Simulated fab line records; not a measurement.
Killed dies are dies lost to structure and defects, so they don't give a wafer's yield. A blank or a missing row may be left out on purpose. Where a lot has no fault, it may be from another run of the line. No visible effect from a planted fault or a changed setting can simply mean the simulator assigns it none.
Which of the tools did it? | flow sky130 | at 1 step of a route of 708, 15 lots with 45 wafers sampled

## WHAT THE GAUGES READ, wafer by wafer
SKY_PWDE_TW_MEAS_10.
lot  | measured    | on            | PWDE_TW
L674 | day 4 06:01 | film_metro-03 | 375 375 376
L675 | day 4 08:00 | film_metro-03 | 377 376 375
L676 | day 4 08:55 | film_metro-04 | 382 382 382
L677 | day 4 13:40 | film_metro-03 | 376 377 376
L678 | day 5 01:13 | film_metro-04 | 380 382 379
L679 | day 5 01:36 | film_metro-02 | 368 369 369
L682 | day 5 16:12 | film_metro-03 | 376 376 375
L689 | day 7 11:19 | film_metro-03 | 376 377 376
L690 | day 7 13:46 | film_metro-04 | 379 380 382
L691 | day 7 22:28 | film_metro-02 | 368 369 369
L693 | day 8 06:40 | film_metro-03 | 378 377 377
L694 | day 8 11:46 | film_metro-02 | 369 370 370
L695 | day 8 19:14 | film_metro-03 | 377 377 377
L696 | day 9 13:32 | film_metro-04 | 377 377 377
L697 | day 9 13:52 | film_metro-03 | 378 377 376

## WHICH TOOL RAN EACH LOT (tool, then ch and the chambers of the sampled wafers, then the start)
No process step before these readings appears in the record.

## WHAT THE TOOLS THEMSELVES READ (means of the sampled wafers that have a number; where no wafer has one, the mark that the record gives instead)
The record holds no such reading with a usual standard deviation.

## THE ANSWER, worked out from the rows above alone
Rule: the usual values come from the lots themselves. The widest of any qualifying gaps counts: lots, ordered by their means at a reading, are off when they make up no more than a third of the lots, leave a main group of 4 or more, and stand apart from it by 3 or more times the standard deviation of that group's means. A main group is skipped when, at the precision printed for the reading in the tables above, its means are all equal. Also off: a lot with no number at a reading for which 4 or more lots have one. The other lots that the step has rows for count as sound. First the gauges in route order, then the tools' own readings, where a lot's mean is used as printed above. The first step at which some lot is off is used, and at that step the reading that is off furthest; a lot without a number counts as furthest.
Across all readings shown, no lot is off: no conclusion can be drawn from this.

## WHAT WAS PUT IN BY THE SIMULATOR
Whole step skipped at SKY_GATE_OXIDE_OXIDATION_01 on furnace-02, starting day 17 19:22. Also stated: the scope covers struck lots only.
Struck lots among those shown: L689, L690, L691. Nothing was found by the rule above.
